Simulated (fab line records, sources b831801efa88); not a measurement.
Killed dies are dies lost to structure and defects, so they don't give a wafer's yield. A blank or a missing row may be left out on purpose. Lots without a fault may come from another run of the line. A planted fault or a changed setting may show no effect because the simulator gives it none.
fab line records | flow gf180mcu
record lots=13 wafers=39 last_day=34
route steps=602 shown HV_LDD@185 M2@378 M3@413 V3@444
lots that met no fault: from a run of the same line without faults
start_h: hours from the record's first day to the start of the lot's first wafer shown | wait_h: hours since the lot's step before | " the same as in the row above | L1.1+2: a row that stands for several wafers | - no value, or no start given | * or withheld: withheld | < > ~ a bound
route shown NAME@n: a module of which the file shows steps, and the number in the route of the first | usual: mean/standard deviation of fault-free wafers | same: alike in all rows | chamber/n: place in a boat | sites: the reading at each site | _std_site: their standard deviation | _edge_site: outer sites' mean less inner sites' | radius_mm: how far each site lies from the wafer's centre | mask NAME#n: copy n | behind: the tool/chamber that last shaped the wafer | hold: why the lot was held/for how many hours/how that ended | device: the transistor (n, p or np) that didn't switch | end of line: the same wafers' tests at the end of the route | a step without rows: its recipe alone | killed: dies lost to structure and defects at the first sort, not the wafer's yield | map: a wafer's dies, x killed, . not, _ none there
set.NAME: the setting as run; set.NAME@STEP: as run at that earlier step | model.NAME: the simulator's own value behind a step, which no gauge read
steps of the route over a sample of lots; a table a step, a row a wafer
services: from which hour (start_h, from the record's first day; less than 0 if before it) a tool's chamber was out of use, for how many hours, and why
## steps
# step GF_HV_LDD_IMPLANT_09
# recipe species=As energy_kev=40 dose_cm2=1e+14 tilt_deg=7
# usual beam_on_s=9.99/0.19 faraday_current_uA=564/11
# columns lot.wafer tool chamber start_h wait_h beam_on_s faraday_current_uA
L794.3 implanter-01 0 227.14 0.1 10.26 550
L794.4 " 0 " " 9.90 570
L794.6 " 0 " " 9.99 560
L796.2 implanter-01 0 239.71 0.0 9.78 575
L796.5 " 0 " " 10.05 560
L796.6 " 0 " " 10.09 557
L799.3 implanter-01 0 251.78 0.1 8.46 665
L799.4 " 0 " " 8.58 658
L799.5 " 0 " " 8.38 671
L801.2 implanter-01 0 266.95 0.0 8.38 669
L801.3 " 0 " " 8.33 676
L801.4 " 0 " " 8.63 649
L802.3 implanter-01 0 277.83 0.1 8.15 690
L802.4 " 0 " " 8.39 672
L802.5 " 0 " " 8.40 672
L807.1 implanter-03 0 318.18 0.0 9.91 568
L807.5 " 0 " " 10.07 558
L807.6 " 0 " " 9.78 578
L808.3 implanter-03 0 322.75 0.1 9.71 582
L808.4 " 0 " " 9.99 563
L808.5 " 0 " " 10.06 560
L809.2 implanter-03 0 325.61 0.0 9.68 583
L809.4 " 0 " " 9.89 568
L809.5 " 0 " " 10.20 551
L810.1 implanter-03 0 330.00 0.0 9.97 565
L810.2 " 0 " " 10.11 558
L810.4 " 0 " " 10.15 554
L812.1 implanter-04 0 347.40 0.0 10.07 560
L812.2 " 0 " " 10.58 530
L812.5 " 0 " " 9.79 577
L814.1 implanter-04 0 364.75 0.0 10.25 554
L814.2 " 0 " " 10.00 564
L814.4 " 0 " " 10.09 556
L815.1 implanter-03 0 372.23 0.0 9.98 565
L815.2 " 0 " " 9.67 581
L815.4 " 0 " " 9.95 564
L817.1 implanter-03 0 386.25 0.0 9.82 574
L817.2 " 0 " " 10.27 550
L817.5 " 0 " " 9.88 570
# step GF_HV_LDD_TW_MEAS_11
# usual HV_LDD_TW=2424/46
# columns lot.wafer tool chamber start_h wait_h HV_LDD_TW
L794.3 film_metro-01 - 227.36 0.1 2337
L794.4 " - " " 2342
L794.6 " - " " 2343
L796.2 film_metro-02 - 239.95 0.1 2420
L796.5 " - " " 2434
L796.6 " - " " 2426
L799.3 film_metro-02 - 252.00 0.1 2309
L799.4 " - " " 2308
L799.5 " - " " 2313
L801.2 film_metro-01 - 267.19 0.1 2246
L801.3 " - " " 2232
L801.4 " - " " 2250
L802.3 film_metro-01 - 278.05 0.1 2236
L802.4 " - " " 2244
L802.5 " - " " 2235
L807.1 film_metro-02 - 318.43 0.1 2439
L807.5 " - " " 2439
L807.6 " - " " 2435
L808.3 film_metro-04 - 322.99 0.1 2461
L808.4 " - " " 2455
L808.5 " - " " 2434
L809.2 film_metro-04 - 325.84 0.1 2460
L809.4 " - " " 2465
L809.5 " - " " 2445
L810.1 film_metro-02 - 330.25 0.1 2429
L810.2 " - " " 2428
L810.4 " - " " 2435
L812.1 film_metro-04 - 347.65 0.1 2462
L812.2 " - " " 2461
L812.5 " - " " 2463
L814.1 film_metro-02 - 365.00 0.1 2426
L814.2 " - " " 2436
L814.4 " - " " 2434
L815.1 film_metro-04 - 372.48 0.1 2462
L815.2 " - " " 2460
L815.4 " - " " 2457
L817.1 film_metro-04 - 386.50 0.1 2469
L817.2 " - " " 2470
L817.5 " - " " 2462
# step GF_HV_LDD_RS_MEAS_53
# recipe thk_meas_gauge=four-point-probe
# usual HV_LDD_RS=417.9/1.3
# columns lot.wafer tool chamber start_h wait_h HV_LDD_RS[ohm/sq]
L794.3 film_metro-04 - 285.29 0.1 418.9
L794.4 " - " " 418.1
L794.6 " - " " 418.0
L796.2 film_metro-04 - 299.56 0.1 418.7
L796.5 " - " " 418.3
L796.6 " - " " 418.6
L799.3 film_metro-02 - 311.40 0.1 450.3
L799.4 " - " " 449.9
L799.5 " - " " 450.9
L801.2 film_metro-04 - 328.13 0.1 449.2
L801.3 " - " " 449.9
L801.4 " - " " 449.5
L802.3 film_metro-01 - 339.75 0.1 451.5
L802.4 " - " " 451.0
L802.5 " - " " 452.3
L807.1 film_metro-04 - 384.87 0.1 416.2
L807.5 " - " " 416.4
L807.6 " - " " 416.0
L808.3 film_metro-02 - 390.60 0.1 417.3
L808.4 " - " " 417.6
L808.5 " - " " 418.5
L809.2 film_metro-01 - 393.37 0.1 418.7
L809.4 " - " " 419.0
L809.5 " - " " 418.7
L810.1 film_metro-02 - 398.10 0.1 417.3
L810.2 " - " " 418.7
L810.4 " - " " 418.2
L812.1 film_metro-02 - 417.74 0.1 418.4
L812.2 " - " " 419.0
L812.5 " - " " 417.5
L814.1 film_metro-02 - 435.42 0.1 418.0
L814.2 " - " " 418.8
L814.4 " - " " 419.0
L815.1 film_metro-02 - 445.10 0.1 417.5
L815.2 " - " " 418.3
L815.4 " - " " 418.0
L817.1 film_metro-01 - 459.54 0.1 421.1
L817.2 " - " " 420.7
L817.5 " - " " 420.8
# step GF_M2_METAL_ETCH_16
# recipe chemistry=Cl2/BCl3 mask_material=KrF target_depth_nm=750.8 stop_on=SiO2 pressure_mtorr=8 icp_w=800 bias_w=140 Cl2_flow_sccm=80 bcl3_flow_sccm=40 time_s=125.1
# usual drypump_motor_current_A=5.9/0.46 oes_product_au=0.992/0.0062 throttle_valve_pct=28.228/0.0087
# columns lot.wafer tool chamber start_h wait_h drypump_motor_current_A oes_product_au rf_hours_counter_h throttle_valve_pct
L794.3 rie_metal-01 1 454.00 0.1 5.6 0.984 - 28.229
L794.4 " 0 " " 6.2 0.986 - 28.235
L794.6 " 0 " " 6.2 0.988 - 28.237
L796.2 rie_metal-02 1 466.02 0.0 6.7 0.992 11 28.228
L796.5 " 1 " " 6.7 0.988 - 28.213
L796.6 " 0 " " 6.4 0.983 - 28.226
L799.3 rie_metal-01 1 481.24 0.1 5.6 0.995 - 28.224
L799.4 " 0 " " 6.2 0.988 - 28.223
L799.5 " 0 " " 6.2 0.996 - 28.227
L801.2 rie_metal-04 0 501.77 0.0 5.7 0.992 6 28.218
L801.3 " 1 " " 5.4 0.991 - 28.233
L801.4 " 0 " " 5.7 0.991 - 28.228
L802.3 rie_metal-04 1 514.74 0.1 5.4 0.995 - 28.235
L802.4 " 0 " " 5.6 0.993 - 28.226
L802.5 " 0 " " 5.7 0.990 - 28.231
L807.1 rie_metal-01 0 559.63 0.0 6.2 0.991 7 28.219
L807.5 " 0 " " 6.2 0.993 - 28.233
L807.6 " 1 " " 5.5 0.989 - 28.230
L808.3 rie_metal-01 1 565.77 0.1 5.6 0.996 - 28.239
L808.4 " 0 " " 6.2 0.995 - 28.223
L808.5 " 0 " " 6.2 1.001 - 28.222
L809.2 rie_metal-01 1 568.37 0.0 5.5 0.991 2 28.236
L809.4 " 0 " " 6.2 0.991 - 28.249
L809.5 " 1 " " 5.5 0.994 - 28.229
L810.1 rie_metal-02 1 574.20 0.0 6.7 0.992 14 28.234
L810.2 " 0 " " 6.4 0.987 11 28.237
L810.4 " 0 " " 6.4 0.991 - 28.241
L812.1 rie_metal-04 0 589.00 0.0 5.6 1.002 8 28.220
L812.2 " 1 " " 5.4 0.973 3 28.243
L812.5 " 0 " " 5.6 0.986 - 28.235
L814.1 rie_metal-02 0 606.43 0.0 6.4 0.992 12 28.221
L814.2 " 0 " " 6.4 0.988 - 28.218
L814.4 " 0 " " 6.4 0.991 - 28.225
L815.1 rie_metal-04 0 614.45 0.0 5.7 0.989 9 28.223
L815.2 " 1 " " 5.4 0.984 4 28.245
L815.4 " 0 " " 5.7 0.990 - 28.221
L817.1 rie_metal-04 1 626.74 0.0 5.4 0.986 4 28.234
L817.2 " 0 " " 5.7 0.995 9 28.233
L817.5 " 0 " " 5.7 1.000 - 28.209
# step GF_M3_SPUTTER_04
# recipe material=TiN target_thk_nm=50 power_w=6500 time_s=41.7 chamber_pressure_pa=0.4
# usual throttle_valve_pct=30.3/0.77
# columns lot.wafer tool chamber start_h wait_h throttle_valve_pct
L794.3 pvd_sputter-02 - 481.34 0.0 30.9
L794.4 " - " " 30.4
L794.6 " - " " 31.4
L796.2 pvd_sputter-02 - 493.96 0.0 31.0
L796.5 " - " " 30.2
L796.6 " - " " 31.1
L799.3 pvd_sputter-01 - 507.50 0.0 29.6
L799.4 " - " " 29.5
L799.5 " - " " 30.2
L801.2 pvd_sputter-02 - 528.32 0.0 30.9
L801.3 " - " " 29.5
L801.4 " - " " 30.3
L802.3 pvd_sputter-01 - 541.49 0.0 30.0
L802.4 " - " " 29.6
L802.5 " - " " 29.6
L807.1 pvd_sputter-01 - 584.64 0.0 29.5
L807.5 " - " " 29.5
L807.6 " - " " 30.0
L808.3 pvd_sputter-03 - 590.32 0.0 30.5
L808.4 " - " " 30.4
L808.5 " - " " 32.1
L809.2 pvd_sputter-01 - 592.79 0.0 29.5
L809.4 " - " " 29.2
L809.5 " - " " 29.4
L810.1 pvd_sputter-01 - 598.48 0.0 29.6
L810.2 " - " " 29.4
L810.4 " - " " 30.1
L812.1 pvd_sputter-03 - 612.37 0.0 30.0
L812.2 " - " " 31.9
L812.5 " - " " 32.1
L814.1 pvd_sputter-01 - 630.56 0.0 29.4
L814.2 " - " " 30.2
L814.4 " - " " 29.4
L815.1 pvd_sputter-03 - 637.53 0.0 30.4
L815.2 " - " " 32.0
L815.4 " - " " 30.6
L817.1 pvd_sputter-02 - 649.33 0.0 31.1
L817.2 " - " " 31.2
L817.5 " - " " 30.1
# step GF_V3_OVL_MEAS_15
# usual V3_OVL=1/6.1
# columns lot.wafer tool chamber start_h wait_h V3_OVL[nm]
L794.3 overlay-01 - 529.67 0.1 -5
L794.4 " - " " -5
L794.6 " - " " 2
L796.2 overlay-01 - 542.13 0.1 -6
L796.5 " - " " -7
L796.6 " - " " -4
L799.3 overlay-01 - 555.39 0.1 -8
L799.4 " - " " 0
L799.5 " - " " -4
L801.2 overlay-02 - 574.52 0.1 -4
L801.3 " - " " 2
L801.4 " - " " -2
L802.3 overlay-01 - 586.39 0.1 3
L802.4 " - " " -2
L802.5 " - " " 8
L807.1 overlay-01 - 627.06 0.1 1
L807.5 " - " " 0
L807.6 " - " " -4
L808.3 overlay-01 - 633.39 0.1 -11
L808.4 " - " " -5
L808.5 " - " " -2
L809.2 overlay-01 - 635.28 0.1 4
L809.4 " - " " 9
L809.5 " - " " 16
L810.1 overlay-02 - 640.99 0.1 4
L810.2 " - " " 10
L810.4 " - " " 6
L812.1 overlay-02 - 655.13 0.1 -2
L812.2 " - " " -7
L812.5 " - " " -6
L814.1 overlay-01 - 672.73 0.1 -2
L814.2 " - " " 3
L814.4 " - " " 1
L815.1 overlay-02 - 679.46 0.1 -6
L815.2 " - " " -9
L815.4 " - " " 0
L817.1 overlay-01 - 690.06 0.1 -7
L817.2 " - " " 2
L817.5 " - " " -5
## services
# columns tool chamber start_h hours kind
implanter-01 - 207.64 3.5 pm
rie_metal-01 - 214.26 0.4 repair
pvd_sputter-03 - 245.79 5.3 repair
implanter-03 - 272.40 6.3 pm
pvd_sputter-02 - 290.24 3.3 repair
implanter-03 - 296.96 4.3 pm
implanter-01 - 299.78 2.7 pm
rie_metal-04 1 312.89 6.3 repair
rie_metal-02 1 347.87 3.8 repair
pvd_sputter-01 - 378.25 1.2 repair
rie_metal-01 - 389.05 2.8 pm
implanter-03 - 418.82 5.2 repair
implanter-01 - 425.85 1.6 repair
pvd_sputter-03 - 443.05 3.8 repair
rie_metal-02 - 469.39 2.8 pm
pvd_sputter-01 - 490.14 5.4 repair
implanter-03 - 502.35 5.6 repair
pvd_sputter-02 - 509.83 4.9 repair
pvd_sputter-02 - 516.48 3.0 repair
implanter-01 - 517.19 3.6 repair
implanter-03 - 526.86 1.9 repair
implanter-03 - 542.90 1.2 repair
pvd_sputter-02 - 586.00 38.3 repair
pvd_sputter-02 - 643.78 4.5 repair
## key
first_sign step=GF_HV_LDD_IMPLANT_09 reading=faraday_current_uA direction=up sigmas=9.6 usual=564 struck=669
effect step=GF_HV_LDD_IMPLANT_09 reading=beam_on_s direction=down sigmas=8.1 usual=9.99 struck=8.41
effect step=GF_HV_LDD_TW_MEAS_11 reading=HV_LDD_TW direction=down sigmas=3.5 usual=2424 struck=2264
effect step=GF_HV_LDD_RS_MEAS_53 reading=HV_LDD_RS direction=up sigmas=26 usual=417.9 struck=450.5
met_at GF_HV_LDD_IMPLANT_09
struck_lots L799,L801,L802
tester_left_out L799,L801,L802
not_acting_at GF_M2_METAL_ETCH_16,GF_M3_SPUTTER_04,GF_V3_OVL_MEAS_15
onset_between 239.71 251.78
fault kind=process_parameter_drift tool=implanter-01 chamber=- onset_h=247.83 steps=GF_HV_LDD_IMPLANT_09 channel=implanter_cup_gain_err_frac offset=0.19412 shape=step end_h=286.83
# tester_left_out: of these lots the tester's yield and bins aren't shown, on N5 and GAA mostly nor the transistor test; their killed dies are dies lost to structure and defects alone, not to doping, threshold or leakage, so they don't give the yield
